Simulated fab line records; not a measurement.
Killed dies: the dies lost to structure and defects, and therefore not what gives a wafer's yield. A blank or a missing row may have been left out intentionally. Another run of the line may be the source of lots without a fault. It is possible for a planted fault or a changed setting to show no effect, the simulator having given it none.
Which tool was responsible?	flow gf180mcu	24 lots, 72 wafers sampled, at 5 steps of a route of 602

WHAT EACH GAUGE READ, for each wafer
GF_CONTACT_BOW_MEAS_05.
lot	measured	on	CONTACT_BOW (um)
L074	day 15 01:44	film metro-01	60 61 66
L075	day 15 07:16	film metro-01	65 61 70
L076	day 15 19:42	film metro-04	59 73 72
L077	day 16 02:16	film metro-02	60 54 57
L078	day 16 10:15	film metro-04	61 75 58
L079	day 16 19:34	film metro-01	74 66 66
L080	day 17 06:41	film metro-04	58 63 69
L081	day 17 15:14	film metro-02	72 66 75
L082	day 17 18:19	film metro-02	62 61 68
L083	day 18 12:34	film metro-04	74 67 63
L084	day 19 00:42	film metro-01	69 62 59
L085	day 19 06:40	film metro-01	60 76 62
L086	day 19 11:38	film metro-01	66 58 56
L087	day 20 04:46	film metro-02	77 59 58
L088	day 20 12:38	film metro-01	75 72 63
L089	day 21 00:42	film metro-02	55 58 67
L090	day 21 09:42	film metro-01	61 64 63
L091	day 21 20:39	film metro-02	71 72 66
L092	day 22 02:14	film metro-02	81 75 68
L093	day 22 11:14	film metro-04	77 60 70
L095	day 23 00:49	film metro-04	68 53 60
L094	day 23 01:32	film metro-04	69 68 63
L096	day 23 04:53	film metro-01	63 57 57
L097	day 23 08:57	film metro-02	61 60 66

GF_TOP_METAL_RS_MEAS_05: uses a four-point probe to measure.
lot	measured	on	TOP_METAL_ALCU_RS (ohm/sq)
L074	day 27 01:19	film metro-03	0.0327 0.0329 0.0327
L075	day 27 08:55	film metro-03	0.0323 0.0321 0.0322
L076	day 27 18:01	film metro-04	0.0330 0.0331 0.0333
L077	day 28 00:50	film metro-03	0.0330 0.0332 0.0327
L078	day 28 09:04	film metro-02	0.0332 0.0329 0.0329
L079	day 28 17:31	film metro-03	0.0330 0.0328 0.0328
L080	day 29 03:33	film metro-03	0.0330 0.0329 0.0327
L081	day 29 10:10	film metro-03	0.0330 0.0328 0.0327
L082	day 29 13:52	film metro-03	0.0328 0.0328 0.0329
L083	day 30 03:06	film metro-04	0.0330 0.0330 0.0329
L084	day 30 12:57	film metro-02	0.0323 0.0324 0.0325
L085	day 30 17:46	film metro-02	0.0333 0.0329 0.0334
L086	day 30 20:20	film metro-04	0.0329 0.0329 0.0333
L087	day 31 08:35	film metro-02	0.0325 0.0327 0.0327
L088	day 31 16:20	film metro-02	0.0325 0.0326 0.0325
L089	day 32 00:32	film metro-04	0.0337 0.0331 0.0332
L090	day 32 06:43	film metro-03	0.0331 0.0332 0.0332
L091	day 32 12:41	film metro-04	0.0322 0.0323 0.0326
L092	day 32 18:33	film metro-03	0.0324 0.0321 0.0325
L093	day 32 23:09	film metro-03	0.0326 0.0329 0.0325
L095	day 33 08:15	film metro-02	0.0327 0.0330 0.0326
L094	day 33 10:07	film metro-03	0.0323 0.0323 0.0328
L096	day 33 13:56	film metro-04	0.0323 0.0324 0.0324
L097	day 33 16:32	film metro-03	0.0322 0.0324 0.0324

WHICH TOOL RAN EACH LOT (tool, then ch and the chambers of the sampled wafers, then the start)
lot	GF_PSD_STRIP_10	GF_V2_STRIP_18	GF_V2_SPUTTER_21
L074	plasma asher-03 ch 0,1, day 14 03:26	plasma asher-03 ch 0,1, day 20 02:59	pvd sputter-01, day 20 03:31
L075	plasma asher-03 ch 0,1, day 14 10:01	plasma asher-01 ch 0,1, day 20 10:47	pvd sputter-01, day 20 11:22
L076	plasma asher-04 ch 1, day 14 21:14	plasma asher-01 ch 0,1, day 20 21:07	pvd sputter-04, day 20 21:41
L077	plasma asher-02 ch 0,1, day 15 03:05	plasma asher-04 ch 0,1, day 21 05:00	pvd sputter-03, day 21 05:32
L078	plasma asher-02 ch 0,1, day 15 10:39	plasma asher-03 ch 0,1, day 21 15:13	pvd sputter-01, day 21 15:44
L079	plasma asher-03 ch 0,1, day 15 19:25	plasma asher-04 ch 0,1, day 22 00:24	pvd sputter-03, day 22 00:58
L080	plasma asher-02 ch 0,1, day 16 06:27	plasma asher-04 ch 0,1, day 22 12:43	pvd sputter-01, day 22 13:14
L081	plasma asher-04 ch 0,1, day 16 14:39	plasma asher-01 ch 0,1, day 22 21:08	pvd sputter-04, day 22 22:02
L082	plasma asher-02 ch 0,1, day 16 18:33	plasma asher-01 ch 0,1, day 23 00:29	pvd sputter-03, day 23 01:07
L083	plasma asher-04 ch 0,1, day 17 11:15	plasma asher-03 ch 0,1, day 23 17:35	pvd sputter-04, day 23 18:07
L084	plasma asher-02 ch 0,1, day 17 22:51	plasma asher-03 ch 0,1, day 24 04:43	pvd sputter-04, day 24 05:16
L085	plasma asher-02 ch 0,1, day 18 04:51	plasma asher-03 ch 0,1, day 24 10:51	pvd sputter-03, day 24 11:23
L086	plasma asher-03 ch 1, day 18 09:31	plasma asher-03 ch 0, day 24 14:56	pvd sputter-04, day 24 15:28
L087	plasma asher-04 ch 0,1, day 19 02:12	plasma asher-01 ch 0,1, day 25 05:35	pvd sputter-04, day 25 06:07
L088	plasma asher-03 ch 0,1, day 19 10:39	plasma asher-04 ch 0, day 25 13:19	pvd sputter-01, day 25 13:50
L089	plasma asher-02 ch 0,1, day 19 22:56	plasma asher-04 ch 0,1, day 25 22:53	pvd sputter-04, day 25 23:25
L090	plasma asher-02 ch 0,1, day 20 07:51	plasma asher-04 ch 0,1, day 26 07:30	pvd sputter-03, day 26 08:02
L091	plasma asher-03 ch 0,1, day 20 19:09	plasma asher-03 ch 0,1, day 26 17:02	pvd sputter-03, day 26 17:34
L092	plasma asher-03 ch 1, day 21 00:11	plasma asher-04 ch 1, day 26 22:44	pvd sputter-01, day 26 23:16
L093	plasma asher-04 ch 0, day 21 09:40	plasma asher-03 ch 0,1, day 27 04:53	pvd sputter-04, day 27 05:28
L095	plasma asher-03 ch 0,1, day 21 23:54	plasma asher-01 ch 1, day 27 17:45	pvd sputter-03, day 27 18:17
L094	plasma asher-02 ch 0,1, day 22 00:04	plasma asher-04 ch 0,1, day 27 18:06	pvd sputter-01, day 27 18:41
L096	plasma asher-02 ch 0,1, day 22 04:10	plasma asher-03 ch 0,1, day 27 21:43	pvd sputter-01, day 27 22:14
L097	plasma asher-03 ch 0,1, day 22 08:18	plasma asher-03 ch 0,1, day 28 02:23	pvd sputter-01, day 28 02:55
- GF_PSD_STRIP_10: strips in O2/N2.
- GF_V2_STRIP_18: strips in O2/N2.
- GF_V2_SPUTTER_21: material Ti, target thk 15 nm, time 80.02 s.

WHAT THE TOOLS THEMSELVES READ (means of the sampled wafers that have a number; where no wafer has one, the mark that the record gives instead)
GF_PSD_STRIP_10.
lot	tool	drypump motor current A (A)	heater power w (W)	oes product au (a.u.)	strip time to endpoint s (s)
L074	plasma asher-03	5.4	346	0.594	16.60
L075	plasma asher-03	5.4	343	0.592	16.58
L076	plasma asher-04	4.8	353	0.591	16.53
L077	plasma asher-02	5.5	342	0.593	16.51
L078	plasma asher-02	5.4	347	0.588	16.50
L079	plasma asher-03	5.4	344	0.595	16.49
L080	plasma asher-02	5.5	339	0.591	16.52
L081	plasma asher-04	4.9	330	0.586	16.53
L082	plasma asher-02	5.4	342	0.596	16.56
L083	plasma asher-04	4.9	333	0.593	16.59
L084	plasma asher-02	5.5	345	0.592	16.60
L085	plasma asher-02	5.5	347	0.597	16.56
L086	plasma asher-03	4.8	361	0.585	16.53
L087	plasma asher-04	4.9	341	0.593	16.54
L088	plasma asher-03	5.9	329	0.592	16.52
L089	plasma asher-02	5.4	344	0.588	16.49
L090	plasma asher-02	5.4	342	0.593	16.52
L091	plasma asher-03	5.9	333	0.594	16.55
L092	plasma asher-03	4.8	356	0.590	16.54
L093	plasma asher-04	5.0	335	0.592	16.53
L095	plasma asher-03	5.4	342	0.593	16.45
L094	plasma asher-02	5.5	340	0.591	16.51
L096	plasma asher-02	5.4	346	0.595	16.57
L097	plasma asher-03	6.0	336	0.592	16.56

GF_V2_STRIP_18.
lot	tool	drypump motor current A (A)	heater power w (W)	oes product au (a.u.)
L074	plasma asher-03	6.0	330	0.590
L075	plasma asher-01	5.5	338	0.592
L076	plasma asher-01	5.5	336	0.593
L077	plasma asher-04	4.9	343	0.597
L078	plasma asher-03	5.4	346	0.593
L079	plasma asher-04	4.9	345	0.595
L080	plasma asher-04	4.9	344	0.591
L081	plasma asher-01	5.5	335	0.593
L082	plasma asher-01	5.4	355	0.594
L083	plasma asher-03	5.4	339	0.597
L084	plasma asher-03	6.0	332	0.599
L085	plasma asher-03	5.9	325	0.591
L086	plasma asher-03	6.5	318	0.594
L087	plasma asher-01	5.5	339	0.593
L088	plasma asher-04	5.0	341	0.593
L089	plasma asher-04	4.9	348	0.592
L090	plasma asher-04	4.9	342	0.594
L091	plasma asher-03	5.9	332	0.596
L092	plasma asher-04	4.8	346	0.597
L093	plasma asher-03	5.4	341	0.599
L095	plasma asher-01	5.3	376	0.590
L094	plasma asher-04	4.9	339	0.589
L096	plasma asher-03	6.0	330	0.596
L097	plasma asher-03	6.0	333	0.591

GF_V2_SPUTTER_21.
lot	tool	throttle valve pct (%)
L074	pvd sputter-01	29.1
L075	pvd sputter-01	29.4
L076	pvd sputter-04	29.4
L077	pvd sputter-03	28.8
L078	pvd sputter-01	29.2
L079	pvd sputter-03	30.3
L080	pvd sputter-01	29.3
L081	pvd sputter-04	29.8
L082	pvd sputter-03	28.9
L083	pvd sputter-04	29.4
L084	pvd sputter-04	29.4
L085	pvd sputter-03	29.0
L086	pvd sputter-04	29.5
L087	pvd sputter-04	29.4
L088	pvd sputter-01	29.2
L089	pvd sputter-04	29.3
L090	pvd sputter-03	29.4
L091	pvd sputter-03	29.3
L092	pvd sputter-01	28.9
L093	pvd sputter-04	29.4
L095	pvd sputter-03	29.6
L094	pvd sputter-01	29.0
L096	pvd sputter-01	29.3
L097	pvd sputter-01	29.3

THE ANSWER, worked out from the rows above alone
Rule: the usual values come from the lots themselves. The widest of any qualifying gaps counts: lots, ordered by their means at a reading, are off when they make up no more than a third of the lots, leave a main group of 4 or more, and stand apart from it by 3 or more times the standard deviation of that group's means. A main group whose means are all the same, to the digits that the tables above print for the reading, isn't used. Also off: a lot with no number at a reading for which 4 or more lots have one. The other lots that the step has rows for count as sound. Order of review: gauges by route order, followed by the tools' own readings, for which a lot's mean as printed above is used. At the first step where some lot is off, the reading lying furthest off is the one used; lots without a number count as furthest.
No lot is off at any reading shown: from this, nothing can be told.

WHAT WAS PUT IN BY THE SIMULATOR
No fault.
